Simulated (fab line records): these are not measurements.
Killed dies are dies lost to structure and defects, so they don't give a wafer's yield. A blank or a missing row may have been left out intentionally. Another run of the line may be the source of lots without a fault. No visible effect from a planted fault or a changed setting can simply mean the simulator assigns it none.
Which of the tools did it? | flow sky130 | 10 lots with 30 wafers sampled at 5 steps, on a route of 708 steps

WHAT THE GAUGES SHOWED, per wafer
SKY_LOCAL_INTERCONNECT_OVL_MEAS_12. Usual: LOCAL_INTERCONNECT_OVL typically reads -4 nm, with standard deviation 4.9.
lot  | measured     | on         | LOCAL_INTERCONNECT_OVL (nm) | flag
L959 | day 30 17:07 | overlay-02 | -1 1 -5                     |
L960 | day 31 00:07 | overlay-02 | -16 -8 -12                  |
L963 | day 32 10:25 | overlay-01 | -4 -4 -8                    |
L966 | day 32 21:39 | overlay-02 | -8 -7 -4                    |
L970 | day 34 12:40 | overlay-01 | 5 3 0                       |
L971 | day 34 18:38 | overlay-01 | -8 -9 -9                    |
L972 | day 35 00:26 | overlay-02 | -5 4 -2                     |
L974 | day 35 09:31 | overlay-01 | -5 -1 -4                    |
L977 | day 36 13:57 | overlay-02 | -4 -3 -4                    |
L982 | day 37 14:00 | overlay-01 | -6 -1 -2                    |

SKY_METAL1_RS_MEAS_05: measures by four-point-probe. Usual: METAL1_ALCU_RS typically reads 0.1268 ohm/sq, with standard deviation 0.0019.
lot  | measured     | on            | METAL1_ALCU_RS (ohm/sq) | flag
L959 | day 31 23:19 | film metro-02 | 0.1284 0.1279 0.1255    |
L960 | day 32 06:18 | film metro-02 | 0.1268 0.1298 0.1300    |
L963 | day 33 16:25 | film metro-02 | 0.1271 0.1252 0.1250    |
L966 | day 34 03:26 | film metro-02 | 0.1272 0.1293 0.1286    |
L970 | day 35 18:28 | film metro-04 | 0.2569 0.2567 0.2559    | OFF
L971 | day 35 23:29 | film metro-04 | 0.2489 0.2471 0.2423    | OFF
L972 | day 36 06:39 | film metro-03 | 0.1252 0.1249 0.1268    |
L974 | day 36 14:40 | film metro-04 | 0.2496 0.2471 0.2450    | OFF
L977 | day 37 19:34 | film metro-04 | 0.1259 0.1262 0.1276    |
L982 | day 38 18:44 | film metro-02 | 0.1284 0.1268 0.1270    |

SKY_METAL1_THK_MEAS_06: measures by xrf. Usual: METAL1_ALCU_THK typically reads 246 nm, with standard deviation 3.4.
lot  | measured     | on            | METAL1_ALCU_THK (nm) | flag
L959 | day 31 23:25 | film metro-02 | 242 244 249          |
L960 | day 32 06:25 | film metro-02 | 247 240 239          |
L963 | day 33 16:32 | film metro-02 | 243 250 247          |
L966 | day 34 03:33 | film metro-02 | 245 243 243          |
L970 | day 35 18:34 | film metro-04 | 128 127 127          | OFF
L971 | day 35 23:37 | film metro-04 | 131 131 134          | OFF
L972 | day 36 06:45 | film metro-03 | 250 249 245          |
L974 | day 36 14:47 | film metro-04 | 130 131 132          | OFF
L977 | day 37 19:41 | film metro-04 | 252 250 247          |
L982 | day 38 18:52 | film metro-02 | 243 246 244          |

EACH LOT AND THE TOOL THAT RAN IT (in order: tool; ch and the chambers of the sampled wafers; start)
lot  | SKY_CONTACT_STRIP_19                 | SKY_METAL1_SPUTTER_02
L959 | plasma asher-03 ch 0,1, day 31 21:52 | pvd sputter-03, day 31 23:12
L960 | plasma asher-01 ch 0,1, day 32 04:54 | pvd sputter-01, day 32 06:11
L963 | plasma asher-02 ch 0,1, day 33 14:40 | pvd sputter-03, day 33 16:19
L966 | plasma asher-02 ch 0,1, day 34 01:28 | pvd sputter-01, day 34 03:20
L970 | plasma asher-01 ch 0,1, day 35 17:05 | pvd sputter-01, day 35 18:20
L971 | plasma asher-02 ch 0,1, day 35 22:04 | pvd sputter-01, day 35 23:24
L972 | plasma asher-03 ch 0,1, day 36 05:16 | pvd sputter-02, day 36 06:31
L974 | plasma asher-02 ch 0,1, day 36 13:16 | pvd sputter-01, day 36 14:34
L977 | plasma asher-03 ch 0, day 37 18:09   | pvd sputter-03, day 37 19:28
L982 | plasma asher-01 ch 0,1, day 38 17:17 | pvd sputter-02, day 38 18:39
- SKY_CONTACT_STRIP_19: strips in O2/N2.
- SKY_METAL1_SPUTTER_02: material AlCu, target thk 250 nm, time 13.3 s.

WHAT THE TOOLS THEMSELVES READ (means of the sampled wafers that have a number; where no wafer has one, the mark that the record gives instead)
SKY_CONTACT_STRIP_19. Usual: drypump motor current A 5.6 A, standard deviation 0.43; n2 flow sccm 299.9 sccm, standard deviation 0.83; oes product au 0.380 a.u., standard deviation 0.0052; strip time to endpoint s 3.61 s, standard deviation 0.052.
lot  | tool            | drypump motor current A (A) | n2 flow sccm (sccm) | oes product au (a.u.) | strip time to endpoint s (s) | flag
L959 | plasma asher-03 | 6.4                         | 299.4               | 0.379                 | 3.58                         |
L960 | plasma asher-01 | 5.3                         | 300.6               | 0.379                 | 3.61                         |
L963 | plasma asher-02 | 5.6                         | 299.7               | 0.380                 | 3.65                         |
L966 | plasma asher-02 | 5.5                         | 300.3               | 0.381                 | 3.61                         |
L970 | plasma asher-01 | 5.3                         | 299.6               | 0.378                 | 3.71                         |
L971 | plasma asher-02 | 5.5                         | 300.1               | 0.382                 | 3.62                         |
L972 | plasma asher-03 | 6.2                         | 299.9               | 0.376                 | 3.54                         |
L974 | plasma asher-02 | 5.5                         | 299.9               | 0.378                 | 3.67                         |
L977 | plasma asher-03 | 5.9                         | 298.9               | 0.386                 | 3.64                         |
L982 | plasma asher-01 | 5.3                         | 300.9               | 0.382                 | 3.64                         |

SKY_METAL1_SPUTTER_02. Usual: 29.9 % for throttle valve pct, sd 1.1.
lot  | tool           | throttle valve pct (%) | flag
L959 | pvd sputter-03 | 29.7                   |
L960 | pvd sputter-01 | 28.3                   |
L963 | pvd sputter-03 | 29.6                   |
L966 | pvd sputter-01 | 30.1                   |
L970 | pvd sputter-01 | 30.1                   |
L971 | pvd sputter-01 | 29.7                   |
L972 | pvd sputter-02 | 30.6                   |
L974 | pvd sputter-01 | 30.0                   |
L977 | pvd sputter-03 | 30.2                   |
L982 | pvd sputter-02 | 29.8                   |

THE ANSWER, worked out from the rows above alone
Rule: take the mean of a lot's wafers that have a number; if it is more than 3 standard deviations from the usual mean, the lot is off. Also off: a lot with no number at a reading for which 4 or more lots have one. Where the step has rows for the other lots, those lots are counted as sound. Order of review: gauges by route order, followed by the tools' own readings, for which a lot's mean as printed above is used. The first step at which some lot is off is used, and at that step the reading that is off furthest; a lot without a number counts as furthest.
Off: L970, L971, L974, seen at SKY_METAL1_RS_MEAS_05 (METAL1_ALCU_RS).
If a tool, at a process step before that reading, ran all the lots that are off and no sound lot after the first of them, it fits. Gauges at SKY_METAL1_RS_MEAS_05: tried the same way as those tools. One fits: pvd sputter-01 at SKY_METAL1_SPUTTER_02. A fault onset in the window from L966 (day 34 03:20, its last sound lot) to L970 (day 35 18:20, its first lot off) fits.

WHAT THE SIMULATOR HAD INSERTED
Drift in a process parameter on pvd sputter-01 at SKY_METAL1_SPUTTER_02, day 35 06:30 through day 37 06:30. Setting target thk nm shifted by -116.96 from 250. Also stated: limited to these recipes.
Lots struck among those shown: L970, L971, L974. The rule above reached the same finding.
